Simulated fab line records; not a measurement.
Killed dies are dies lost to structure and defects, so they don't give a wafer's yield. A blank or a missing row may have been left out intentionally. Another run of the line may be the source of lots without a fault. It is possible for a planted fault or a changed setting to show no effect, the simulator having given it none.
A lot that was struck, set against a sound lot :: flow gf180mcu :: 43 out of 602 route steps
Sound: these wafers, L827.2, L827.3, L827.4. Struck: wafers L843.1, L843.2, L843.3. The cause comes at the end.
Per side, at each step with rows, come the tool, then ch with its chambers, and then its first start. Under that, the readings that differ: sound wafers :: struck wafers :: difference of the means :: sigmas: that difference in standard deviations of wafers without a fault.
alike: words and numbers the same on both sides, and readings whose means are apart by under 2 such deviations; not compared: readings that were withheld, readings missing a value for some wafer, numbers with overlapping values and no deviation given by the record, and bounds like >300 which may hide the same value.
The two part at a step that has a row with sigmas, a row that says differs or no value, or rows on one side only. Numbers that don't overlap but have no deviation are shown without sigmas and don't part them. A reading that every wafer of one side lacks parts them only if that side has two wafers or more.

first, 1 step without rows for these wafers: GF_DNWELL_IMPLANT_07.
GF_DNWELL_STRIP_08: strips in O2/N2.
  sound on plasmaAsher-04 ch 0,1, day 3 02:14; struck on plasmaAsher-04 ch 0,1, day 6 13:05
  alike: drypumpMotorCurrentA, heaterPowerW, oesProductAu, stripTimeToEndpointS
  not compared: rfHoursCounterH
GF_DNWELL_TW_MEAS_09:
  sound: filmMetro-02 at day 3 02:20; struck: filmMetro-01 at day 6 13:11
  alike: DNWELL_TW
then, 7 steps without rows for these wafers: GF_NWELL_DEHYDRATE_00 (time 60 s); GF_NWELL_HMDS_01 (prime time 60 s); GF_NWELL_COAT_02 (resist thk 3000 nm); GF_NWELL_SOFTBAKE_03; GF_NWELL_EXPOSE_04 (exposes mask Nwell, target cd 860 nm); GF_NWELL_PEB_05; GF_NWELL_DEVELOP_06 (develop time 60 s).
GF_NWELL_OVL_MEAS_07:
  sound: overlay-01 at day 3 14:19; struck: overlay-01 at day 7 04:31
  alike: NWELL_OVL
after that, 1 step had no rows for these wafers: GF_NWELL_IMPLANT_08.
GF_NWELL_IMPLANT_09:
  sound on implanter-04 ch 0, day 3 14:31; struck on implanter-04, day 7 04:42
  no value came back on the struck wafers for beamEnergyKeV, beamOnS (s); on the sound wafers beamEnergyKeV reads 160.00 160.00 160.03
GF_NWELL_STRIP_10: strips in O2/N2.
  sound on plasmaAsher-03 ch 0,1, day 3 14:39; struck on plasmaAsher-03 ch 0,1, day 7 04:51
  alike: drypumpMotorCurrentA, heaterPowerW, oesProductAu, stripTimeToEndpointS
  not compared: rfHoursCounterH
GF_NWELL_TW_MEAS_11:
  sound: filmMetro-02 at day 3 14:46; struck: filmMetro-04 at day 7 04:57
reading: NWELL_TW
sound: 1605 1600 1595
struck: 1529 1530 1535
difference: -69
sigmas: -3
then, 7 steps without rows for these wafers: GF_LVPWELL_DEHYDRATE_00 (time 60 s); GF_LVPWELL_HMDS_01 (prime time 60 s); GF_LVPWELL_COAT_02 (resist thk 3000 nm); GF_LVPWELL_SOFTBAKE_03; GF_LVPWELL_EXPOSE_04 (exposes mask LVPWELL, target cd 600 nm); GF_LVPWELL_PEB_05; GF_LVPWELL_DEVELOP_06 (develop time 60 s).
GF_LVPWELL_OVL_MEAS_07:
  sound: overlay-02 at day 4 03:29; struck: overlay-01 at day 7 20:25
  alike: LVPWELL_OVL
then, 2 steps without rows for these wafers: GF_LVPWELL_IMPLANT_08; GF_LVPWELL_IMPLANT_09.
GF_LVPWELL_STRIP_10: strips in O2/N2.
  sound on plasmaAsher-03 ch 0,1, day 4 03:49; struck on plasmaAsher-03 ch 0,1, day 7 20:45
  alike: drypumpMotorCurrentA, heaterPowerW, oesProductAu, stripTimeToEndpointS
  not compared: rfHoursCounterH
GF_LVPWELL_TW_MEAS_11:
  sound: filmMetro-02 at day 4 03:55; struck: filmMetro-02 at day 7 20:51
  alike: LVPWELL_TW
then, 7 steps without rows for these wafers: GF_MVSD_DEHYDRATE_00 (time 60 s); GF_MVSD_HMDS_01 (prime time 60 s); GF_MVSD_COAT_02 (resist thk 3000 nm); GF_MVSD_SOFTBAKE_03; GF_MVSD_EXPOSE_04 (exposes mask MVSD, target cd 1000 nm); GF_MVSD_PEB_05; GF_MVSD_DEVELOP_06 (develop time 60 s).
GF_MVSD_OVL_MEAS_07:
  sound: overlay-01 at day 4 17:20; struck: overlay-02 at day 8 13:20
reading: MVSD_OVL (nm)
sound: -1.2 -2.5 -1.1
struck: 2.6 1.7 1.9
difference: +3.7
sigmas: +3
then, 2 steps without rows for these wafers: GF_MVSD_IMPLANT_08; GF_MVSD_IMPLANT_09.
GF_MVSD_STRIP_10: strips in O2/N2.
  sound on plasmaAsher-01 ch 0,1, day 4 17:40; struck on plasmaAsher-04 ch 0,1, day 8 13:41
  alike: drypumpMotorCurrentA, heaterPowerW, oesProductAu, stripTimeToEndpointS
  not compared: rfHoursCounterH
GF_MVSD_TW_MEAS_11:
  sound: filmMetro-03 at day 4 17:46; struck: filmMetro-02 at day 8 13:47
  alike: MVSD_TW
then, 3 steps without rows for these wafers: GF_MVPSD_DEHYDRATE_00 (time 60 s); GF_MVPSD_HMDS_01 (prime time 60 s); GF_MVPSD_COAT_02 (resist thk 3000 nm).
-- the record jumps here: 4 days lie between the struck wafers' starts before and after --
GF_VT_IMPLANT_RS_MEAS_47: measurement is done with a four-point probe.
  sound: filmMetro-04 at day 7 21:56; struck: filmMetro-04 at day 12 07:58
reading: NWELL_RS (ohm/sq)
sound: 487.4 486.8 488.7
struck: - - -
difference: no value on the struck wafers
sigmas: 

== WHERE THEY PART ==
At GF_NWELL_IMPLANT_09 first; at GF_VT_IMPLANT_RS_MEAS_47 last (within this record only).

WHY: what had been put in by the simulator
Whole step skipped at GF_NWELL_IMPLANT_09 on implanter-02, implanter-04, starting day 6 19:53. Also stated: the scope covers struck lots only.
